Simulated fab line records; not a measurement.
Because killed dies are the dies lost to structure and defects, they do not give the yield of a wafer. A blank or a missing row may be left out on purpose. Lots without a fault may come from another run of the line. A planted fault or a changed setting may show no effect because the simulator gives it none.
Matching of chambers :: flow sfq line :: SFQ_TRILAYER_I5_BARC_OPEN_VIA_ETCH_200 on rie diel-01 has 4 sister chambers
The step etches BARC in O2, target depth 125 nm, time 41.7 s. 18 wafers are shown with their chamber, then 9 later ones without.

== WAFERS, EACH WITH ITS CHAMBER ==
wafer: L106.1
chamber: 3
drypump motor current A (A): 5.3
oes product au (a.u.): 0.690
chamber pressure mTorr (mTorr): 29.993

wafer: L106.5
chamber: 3
drypump motor current A (A): 5.3
oes product au (a.u.): 0.676
chamber pressure mTorr (mTorr): 29.952

wafer: L106.6
chamber: 0
drypump motor current A (A): 5.4
oes product au (a.u.): 0.691
chamber pressure mTorr (mTorr): 30.070

wafer: L107.2
chamber: 1
drypump motor current A (A): 5.9
oes product au (a.u.): 0.681
chamber pressure mTorr (mTorr): 30.001

wafer: L107.3
chamber: 0
drypump motor current A (A): 5.5
oes product au (a.u.): 0.690
chamber pressure mTorr (mTorr): 30.008

wafer: L107.4
chamber: 2
drypump motor current A (A): 6.1
oes product au (a.u.): 0.692
chamber pressure mTorr (mTorr): 30.007

wafer: L110.1
chamber: 0
drypump motor current A (A): 5.4
oes product au (a.u.): 0.690
chamber pressure mTorr (mTorr): 29.994

wafer: L110.4
chamber: 3
drypump motor current A (A): 5.3
oes product au (a.u.): 0.679
chamber pressure mTorr (mTorr): 30.009

wafer: L110.6
chamber: 2
drypump motor current A (A): 6.1
oes product au (a.u.): 0.680
chamber pressure mTorr (mTorr): 30.002

wafer: L111.3
chamber: 3
drypump motor current A (A): 5.3
oes product au (a.u.): 0.684
chamber pressure mTorr (mTorr): 30.028

wafer: L111.4
chamber: 1
drypump motor current A (A): 5.9
oes product au (a.u.): 0.688
chamber pressure mTorr (mTorr): 29.990

wafer: L111.6
chamber: 2
drypump motor current A (A): 6.2
oes product au (a.u.): 0.690
chamber pressure mTorr (mTorr): 29.994

wafer: L112.1
chamber: 1
drypump motor current A (A): 6.0
oes product au (a.u.): 0.686
chamber pressure mTorr (mTorr): 30.066

wafer: L112.5
chamber: 1
drypump motor current A (A): 6.0
oes product au (a.u.): 0.688
chamber pressure mTorr (mTorr): 30.014

wafer: L112.6
chamber: 0
drypump motor current A (A): 5.4
oes product au (a.u.): 0.687
chamber pressure mTorr (mTorr): 29.993

wafer: L114.1
chamber: 2
drypump motor current A (A): 6.1
oes product au (a.u.): 0.684
chamber pressure mTorr (mTorr): 30.078

wafer: L114.4
chamber: 3
drypump motor current A (A): 5.3
oes product au (a.u.): 0.687
chamber pressure mTorr (mTorr): 29.970

wafer: L114.6
chamber: 2
drypump motor current A (A): 6.1
oes product au (a.u.): 0.688
chamber pressure mTorr (mTorr): 30.045

SIGNATURES (averages over the wafers above)
reading: drypump motor current A
chamber 0: 5.425
chamber 1: 5.950
chamber 2: 6.120
chamber 3: 5.300
scatter within a chamber: 0.0427

reading: oes product au
chamber 0: 0.68950
chamber 1: 0.68575
chamber 2: 0.68680
chamber 3: 0.68320
scatter within a chamber: 0.00435

reading: chamber pressure mTorr
chamber 0: 30.01625
chamber 1: 30.01775
chamber 2: 30.02520
chamber 3: 29.99040
scatter within a chamber: 0.0339
Rule: for a wafer and a chamber, the distance is found by dividing, reading by reading, the gap between the wafer's reading and the chamber's mean by the reading's scatter, squaring, summing and taking the root. The wafer belongs to the nearest chamber; if the next one is less than 2 further off, it can't be placed. The scatter: take each reading less its chamber's mean, square it, sum over the shown wafers, divide by the number of wafers less the number of chambers, and take the root.

== WAFERS MISSING THEIR CHAMBER ==
wafer: L115.2
drypump motor current A (A): 5.3
oes product au (a.u.): 0.686
chamber pressure mTorr (mTorr): 29.994

wafer: L115.5
drypump motor current A (A): 6.0
oes product au (a.u.): 0.682
chamber pressure mTorr (mTorr): 29.969

wafer: L115.6
drypump motor current A (A): 5.5
oes product au (a.u.): 0.689
chamber pressure mTorr (mTorr): 29.983

wafer: L119.4
drypump motor current A (A): 5.9
oes product au (a.u.): 0.678
chamber pressure mTorr (mTorr): 29.969

wafer: L119.5
drypump motor current A (A): 6.1
oes product au (a.u.): 0.682
chamber pressure mTorr (mTorr): 29.991

wafer: L119.6
drypump motor current A (A): 5.3
oes product au (a.u.): 0.690
chamber pressure mTorr (mTorr): 29.981

wafer: L128.2
drypump motor current A (A): 6.1
oes product au (a.u.): 0.683
chamber pressure mTorr (mTorr): 29.924

wafer: L128.5
drypump motor current A (A): 6.1
oes product au (a.u.): 0.685
chamber pressure mTorr (mTorr): 29.983

wafer: L128.6
drypump motor current A (A): 5.3
oes product au (a.u.): 0.694
chamber pressure mTorr (mTorr): 29.948

== WHICH CHAMBER EACH ONE RAN IN ==
wafer: L115.2
from the rows above: 3
in truth: 3

wafer: L115.5
from the rows above: can't be placed: 1 or 2
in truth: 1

wafer: L115.6
from the rows above: 0
in truth: 0

wafer: L119.4
from the rows above: 1
in truth: 1

wafer: L119.5
from the rows above: 2
in truth: 2

wafer: L119.6
from the rows above: can't be placed: 3 or 0
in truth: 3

wafer: L128.2
from the rows above: can't be placed: 2 or 1
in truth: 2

wafer: L128.5
from the rows above: 2
in truth: 2

wafer: L128.6
from the rows above: can't be placed: 3 or 0
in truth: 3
5 of 9 placed correctly. Not placeable from these rows: 4 (in 4, the candidates include the true chamber). Number placed wrongly: 0.
